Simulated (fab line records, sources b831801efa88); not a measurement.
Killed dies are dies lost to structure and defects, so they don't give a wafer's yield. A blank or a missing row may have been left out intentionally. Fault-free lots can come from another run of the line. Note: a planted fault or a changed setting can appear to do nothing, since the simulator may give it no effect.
Matching of chambers :: flow gf180mcu :: GF_V5_CMP_26 on cmp-01 has 4 sister chambers
The step polishes, stops on SiO2, t overpolish 15 s, target thk 0 nm. 16 wafers are shown with their chamber, then 8 later ones without.

## WAFERS WITH THEIR CHAMBER
wafer: L678.1
chamber: 2
motor-current-A (A): 12.5
time-to-endpoint-s (s): 86
overpolish-run-s (s): 15.000

wafer: L678.2
chamber: 3
motor-current-A (A): 14.3
time-to-endpoint-s (s): 86
overpolish-run-s (s): 15.000

wafer: L678.6
chamber: 2
motor-current-A (A): 12.8
time-to-endpoint-s (s): 87
overpolish-run-s (s): 14.992

wafer: L680.2
chamber: 3
motor-current-A (A): 13.0
time-to-endpoint-s (s): 84
overpolish-run-s (s): 14.993

wafer: L680.3
chamber: 1
motor-current-A (A): 11.1
time-to-endpoint-s (s): 82
overpolish-run-s (s): 15.005

wafer: L680.6
chamber: 0
motor-current-A (A): 11.7
time-to-endpoint-s (s): 79
overpolish-run-s (s): 14.996

wafer: L682.4
chamber: 0
motor-current-A (A): 11.2
time-to-endpoint-s (s): 84
overpolish-run-s (s): 14.996

wafer: L682.5
chamber: 1
motor-current-A (A): 10.8
time-to-endpoint-s (s): 91
overpolish-run-s (s): 14.994

wafer: L682.6
chamber: 2
motor-current-A (A): 13.0
time-to-endpoint-s (s): 90
overpolish-run-s (s): 15.006

wafer: L685.1
chamber: 2
motor-current-A (A): 12.6
time-to-endpoint-s (s): 90
overpolish-run-s (s): 14.990

wafer: L685.2
chamber: 0
motor-current-A (A): 11.2
time-to-endpoint-s (s): 80
overpolish-run-s (s): 14.980

wafer: L685.3
chamber: 3
motor-current-A (A): 13.0
time-to-endpoint-s (s): 85
overpolish-run-s (s): 15.014

wafer: L687.1
chamber: 1
motor-current-A (A): 11.0
time-to-endpoint-s (s): 84
overpolish-run-s (s): 14.993

wafer: L687.3
chamber: 3
motor-current-A (A): 13.9
time-to-endpoint-s (s): 87
overpolish-run-s (s): 15.004

wafer: L687.5
chamber: 0
motor-current-A (A): 11.3
time-to-endpoint-s (s): 82
overpolish-run-s (s): 14.995

wafer: L689.1
chamber: 2
motor-current-A (A): 13.4
time-to-endpoint-s (s): 85
overpolish-run-s (s): 15.014

SIGNATURES (means of the wafers above)
reading: motor-current-A
chamber 0: 11.350
chamber 1: 10.967
chamber 2: 12.860
chamber 3: 13.550
scatter within a chamber: 0.41

reading: time-to-endpoint-s
chamber 0: 81.25
chamber 1: 85.67
chamber 2: 87.60
chamber 3: 85.50
scatter within a chamber: 2.67

reading: overpolish-run-s
chamber 0: 14.99175
chamber 1: 14.99733
chamber 2: 15.00040
chamber 3: 15.00275
scatter within a chamber: 0.00866
Rule: for a wafer and a chamber, the distance is found by dividing, reading by reading, the gap between the wafer's reading and the chamber's mean by the reading's scatter, squaring, summing and taking the root. The wafer belongs to the nearest chamber; if the next one is less than 2 further off, it can't be placed. The scatter: take each reading less its chamber's mean, square it, sum over the shown wafers, divide by the number of wafers less the number of chambers, and take the root.

## WAFERS WHOSE CHAMBER IS MISSING
wafer: L689.2
motor-current-A (A): 11.2
time-to-endpoint-s (s): 86
overpolish-run-s (s): 14.990

wafer: L689.6
motor-current-A (A): 11.8
time-to-endpoint-s (s): 83
overpolish-run-s (s): 14.982

wafer: L696.1
motor-current-A (A): 11.4
time-to-endpoint-s (s): 86
overpolish-run-s (s): 14.997

wafer: L696.3
motor-current-A (A): 11.0
time-to-endpoint-s (s): 83
overpolish-run-s (s): 14.990

wafer: L696.6
motor-current-A (A): 13.0
time-to-endpoint-s (s): 85
overpolish-run-s (s): 15.012

wafer: L697.1
motor-current-A (A): 12.7
time-to-endpoint-s (s): 91
overpolish-run-s (s): 15.013

wafer: L697.3
motor-current-A (A): 11.4
time-to-endpoint-s (s): 82
overpolish-run-s (s): 14.990

wafer: L697.6
motor-current-A (A): 13.1
time-to-endpoint-s (s): 91
overpolish-run-s (s): 15.003

## WHICH CHAMBER EACH ONE RAN IN
wafer: L689.2
from the rows above: can't be placed: 1 or 0
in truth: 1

wafer: L689.6
from the rows above: can't be placed: 0 or 1
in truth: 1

wafer: L696.1
from the rows above: can't be placed: 1 or 0
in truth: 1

wafer: L696.3
from the rows above: can't be placed: 0 or 1
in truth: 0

wafer: L696.6
from the rows above: can't be placed: 2 or 3
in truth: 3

wafer: L697.1
from the rows above: can't be placed: 2 or 3
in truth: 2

wafer: L697.3
from the rows above: can't be placed: 0 or 1
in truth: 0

wafer: L697.6
from the rows above: can't be placed: 2 or 3
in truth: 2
0 of 8 placed correctly. From these rows, 8 cannot be placed; in 8 the true chamber is one of the candidates. 0 placed wrongly.
